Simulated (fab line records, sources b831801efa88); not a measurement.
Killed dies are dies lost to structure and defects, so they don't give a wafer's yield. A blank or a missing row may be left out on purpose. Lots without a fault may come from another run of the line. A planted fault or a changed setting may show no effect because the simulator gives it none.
Problem report in the 8D (eight disciplines) form, filled by code | flow sky130 | the parts of the form that need people (team, actions taken, sign-off) are left out

1. THE PROBLEM
POLY_GATE_CVD_03_THK at SKY_POLY_GATE_THK_MEAS_04 reads a mean of 79.8 nm on 3 wafers of 1 lot; wafers without a fault read 75.2 nm with a standard deviation of 0.73. That is +6.3 standard deviations from the usual mean.
First seen on wafer L381.1, day 21 08:14, on film_metro-03. The record holds 30 wafers of 10 lots with a number at this step. Rule for "out", or "out of limits": more than 4 standard deviations from the usual mean. The other wafers with a number count as sound.

2. WHAT IT IS AND WHAT IT IS NOT
question                    | is                     | is not
which readings at this step | POLY_GATE_CVD_03_THK   | -
which lots                  | L381                   | L365, L366, L368, L369, L370, L372, L374, L380, L384
which wafers of those lots  | all that have a number | -
read on which gauges        | film_metro-03          | film_metro-01, film_metro-02
when                        | from day 21 08:14      | up to then (24 sound wafers); but 3 sound wafers of L384 came after

3. SUSPECTS, AND WHAT RULES EACH OUT
Counting: a tool at a process step up to the reading stays a suspect if it ran every lot that is out and no sound lot after the first of them.
- the gauge at SKY_POLY_GATE_THK_MEAS_04: ruled out. All the wafers that are out were read on film_metro-03, but those of them that SKY_POLY_GATE_CVD_03 has rows for are out there too, on other tools.
- lpcvd-02 at SKY_POLY_GATE_CVD_03 (deposits Si3N4 from DCS/NH3, target thk 75 nm, time 1290 s): ruled out as a lasting fault. Sound lots L384 ran on it after its first lot that is out, L381 (day 21 06:53).
Left after counting: nothing in the record.

4. THE CAUSE (what the simulator had put in)
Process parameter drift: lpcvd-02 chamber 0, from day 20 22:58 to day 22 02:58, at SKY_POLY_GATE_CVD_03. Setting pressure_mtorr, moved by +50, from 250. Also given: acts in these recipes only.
Counting ruled it out, wrongly: the rule takes a fault to strike every lot that its tool runs from its start on, and this one did not.

5. THE CHAIN OF EFFECTS, in route order
Each row: a reading whose mean over the struck wafers that have a number lies more than 3 standard deviations from the usual. Only readings for which the record gives a usual standard deviation are gone through. hours: the time from each lot's start at the first step in this table that gives one to its start at this step, as a median over the lots. sigmas: the change in usual standard deviations.
hours | step                      | reading              | usual       | on struck wafers | change | sigmas
0     | SKY_POLY_GATE_CVD_03      | pressure_mtorr       | 250.1 mTorr | 300.6            | +50.5  | +97
1     | SKY_POLY_GATE_THK_MEAS_04 | POLY_GATE_CVD_03_THK | 75.2 nm     | 79.8             | +4.6   | +6.3
32    | SKY_POLY_GATE_CD_MEAS_13  | cd_nm                | 149.5 nm    | 162.9            | +13.4  | +8.9
50    | SKY_POLY_GATE_CD_MEAS_22  | cd_nm                | 149 nm      | 165              | +16    | +5.3
215   | SKY_POLY_CUT_ETCH_11      | oes_product_au       | 0.830 a.u.  | 0.855            | +0.025 | +3.8
The process steps in it:
- SKY_POLY_GATE_CVD_03: deposits Si3N4 from DCS/NH3, target thk 75 nm, time 1290 s.
- SKY_POLY_CUT_ETCH_11: etches Si3N4 in CF4/CH2F2/Ar, stops on poly-Si, time 42.5 s, target depth 60 nm.
Later measuring or inspecting steps at which every struck wafer that the step has a row for has a number for every such reading, and none has moved that far: SKY_LOCAL_INTERCONNECT_RS_MEAS_01.

6. WHAT WOULD HAVE CAUGHT IT SOONER
In this record the first reading out of limits at a measuring or inspecting step was taken at day 21 08:14, 9 hours after the fault began at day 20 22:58.
The tool's own readings at SKY_POLY_GATE_CVD_03 were out on every struck wafer that the step has a row for (pressure_mtorr): an alarm limit on them would have fired on the first of those.
